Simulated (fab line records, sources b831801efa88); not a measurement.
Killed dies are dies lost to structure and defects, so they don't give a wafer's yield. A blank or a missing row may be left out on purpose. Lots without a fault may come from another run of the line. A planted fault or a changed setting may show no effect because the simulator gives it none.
A struck lot beside a sound one | flow sky130 | 43 steps out of a route of 708
Sound: wafers L736.1, L736.2, L736.5. Struck: wafers L735.1, L735.5, L735.6. The cause comes at the end.
At each step with rows: each side's tool, then ch and its chambers, then its first start. Under that, the readings that differ: sound wafers | struck wafers | difference of the means | sigmas: that difference in standard deviations of wafers without a fault.
alike: readings whose means differ by less than 2 such deviations, and words and numbers that are the same on both sides. not compared: withheld readings, readings that some wafer has no value for, bounds like >300 that may hide the same value, and numbers for which the record gives no deviation and whose values overlap.
The two part at a step that has a row with sigmas, a row that says differs or no value, or rows on one side only. Numbers that don't overlap but have no deviation are shown without sigmas and don't part them. A reading that every wafer of one side lacks parts them only if that side has two wafers or more.

first, 5 steps without rows for these wafers: SKY_LDD_N_COAT_02 (resist thk 300 nm); SKY_LDD_N_SOFTBAKE_03 (time 60 s); SKY_LDD_N_EXPOSE_04 (exposes mask NTM, target cd 840 nm); SKY_LDD_N_PEB_05; SKY_LDD_N_DEVELOP_06 (develop time 60 s).
SKY_LDD_N_OVL_MEAS_07:
  sound on overlay-01, day 20 15:13; struck on overlay-01, day 20 08:01
  alike: LDD_N_OVL
then, 6 steps without rows for these wafers: SKY_LDD_N_IMPLANT_08; SKY_LDD_N_IMPLANT_09; SKY_LDD_N_IMPLANT_10; SKY_LDD_N_IMPLANT_11; SKY_LDD_N_IMPLANT_12; SKY_LDD_N_IMPLANT_13.
SKY_LDD_N_IMPLANT_14:
  sound on implanter-01 ch 0, day 20 16:10; struck on implanter-03 ch 0, day 20 08:57
then, 1 step without rows for these wafers: SKY_LDD_N_IMPLANT_15.
SKY_LDD_N_STRIP_16: strips in O2/N2.
  sound on plasma_asher-04 ch 0,1, day 20 16:28; struck on plasma_asher-04 ch 0,1, day 20 09:15
  alike: drypump_motor_current_A, o2_flow_sccm, oes_product_au, strip_time_to_endpoint_s
  not compared: rf_hours_counter_h
SKY_LDD_N_TW_MEAS_17:
  sound on film_metro-02, day 20 16:34; struck on film_metro-01, day 20 09:21
  alike: LDD_N_TW
then, 7 steps without rows for these wafers: SKY_LDD_P_DEHYDRATE_00 (time 60 s); SKY_LDD_P_HMDS_01 (prime time 60 s); SKY_LDD_P_COAT_02 (resist thk 1140 nm); SKY_LDD_P_SOFTBAKE_03 (time 60 s); SKY_LDD_P_EXPOSE_04 (exposes mask PSDM, target cd 380 nm); SKY_LDD_P_PEB_05; SKY_LDD_P_DEVELOP_06 (develop time 60 s).
SKY_LDD_P_CD_MEAS_07: target cd 380 nm.
  sound on cd_sem-02, day 21 23:19; struck on cd_sem-01, day 21 15:52
  alike: cd_nm
SKY_LDD_P_OVL_MEAS_08:
  sound on overlay-01, day 21 23:26; struck on overlay-02, day 21 15:59
  alike: LDD_P_OVL
then, 1 step without rows for these wafers: SKY_LDD_P_IMPLANT_09.
SKY_LDD_P_STRIP_10: strips in O2/N2.
  sound on plasma_asher-01 ch 0,1, day 21 23:37; struck on plasma_asher-03 ch 0,1, day 21 16:10
  alike: drypump_motor_current_A, o2_flow_sccm, oes_product_au, strip_time_to_endpoint_s
  not compared: rf_hours_counter_h
SKY_LDD_P_TW_MEAS_11:
  sound on film_metro-01, day 21 23:43; struck on film_metro-02, day 21 16:16
  alike: LDD_P_TW
then, 7 steps without rows for these wafers: SKY_LDD_HVN_DEHYDRATE_00 (time 60 s); SKY_LDD_HVN_HMDS_01 (prime time 60 s); SKY_LDD_HVN_COAT_02 (resist thk 300 nm); SKY_LDD_HVN_SOFTBAKE_03 (time 60 s); SKY_LDD_HVN_EXPOSE_04 (exposes mask HVNTM, target cd 700 nm); SKY_LDD_HVN_PEB_05; SKY_LDD_HVN_DEVELOP_06 (develop time 60 s).
SKY_LDD_HVN_OVL_MEAS_07:
  sound on overlay-01, day 23 05:57; struck on overlay-01, day 22 22:28
  alike: LDD_HVN_OVL
then, 1 step without rows for these wafers: SKY_LDD_HVN_IMPLANT_08.
SKY_LDD_HVN_STRIP_09: strips in O2/N2.
  sound on plasma_asher-02 ch 0,1, day 23 06:08; struck on plasma_asher-04 ch 0,1, day 22 22:40
  alike: drypump_motor_current_A, o2_flow_sccm, oes_product_au, strip_time_to_endpoint_s
  not compared: rf_hours_counter_h
SKY_LDD_HVN_TW_MEAS_10:
  sound on film_metro-03, day 23 06:14; struck on film_metro-03, day 22 22:46
  alike: LDD_HVN_TW
then, 3 steps without rows for these wafers: SKY_LDD_HVP_DEHYDRATE_00 (time 60 s); SKY_LDD_HVP_HMDS_01 (prime time 60 s); SKY_LDD_HVP_COAT_02 (resist thk 300 nm).
-- the record jumps here: 25 days lie between the struck wafers' starts before and after (it left off in module LDD_HVP and takes up again in module PAD_OPEN, whose first step shown is number 708 of the route) --
SKY_PAD_OPEN_PROBE_99:
  sound on prober-02, day 48 01:05; struck on prober-01, day 47 14:55
  reading                                           | sound                | struck               | difference | sigmas
  model.etest.diode_nwell_sub.leak_log10_a_cm2      | -7.418 -7.197 -6.984 | -6.124 -6.263 -6.262 | +0.983     |
  model.etest.diode_dnwell_sub.leak_log10_a_cm2     | -7.041 -7.071 -7.261 | -6.278 -6.291 -5.897 | +0.969     |
  model.etest.diode_pwell_dnwell.leak_log10_a_cm2   | -7.418 -7.457 -7.539 | -6.642 -6.636 -6.484 | +0.884     |
  model.etest.diode_ndiff_pwell_hv.leak_log10_a_cm2 | -6.851 -6.838 -6.817 | -6.076 -6.442 -6.02  | +0.656     |
  model.etest.diode_pdiff_nwell_hv.leak_log10_a_cm2 | -6.512 -6.808 -6.689 | -5.94 -6.262 -6.057  | +0.58      |
  model.etest.diode_ndiff_pwell.leak_log10_a_cm2    | -7.122 -7.463 -7.454 | -6.978 -6.902 -6.664 | +0.498     |
  model.etest.diode_pdiff_nwell.leak_log10_a_cm2    | -7.244 -7.247 -7.22  | -6.35 -6.485 -6.344  | +0.84      |
  model.etest.nfet_16v.off_log10_a_um               | -13.81 -13.78 -13.82 | -13.6 -13.28 -13.06  | +0.5       |
  alike: killed_at_M0_to_M3, killed_at_M4_up, killed_at_contacts, killed_at_front_end, killed_at_other, killed_dies, killed_open, killed_short

WHERE THEY PART
Nowhere in this record.

WHY: what the simulator had put in
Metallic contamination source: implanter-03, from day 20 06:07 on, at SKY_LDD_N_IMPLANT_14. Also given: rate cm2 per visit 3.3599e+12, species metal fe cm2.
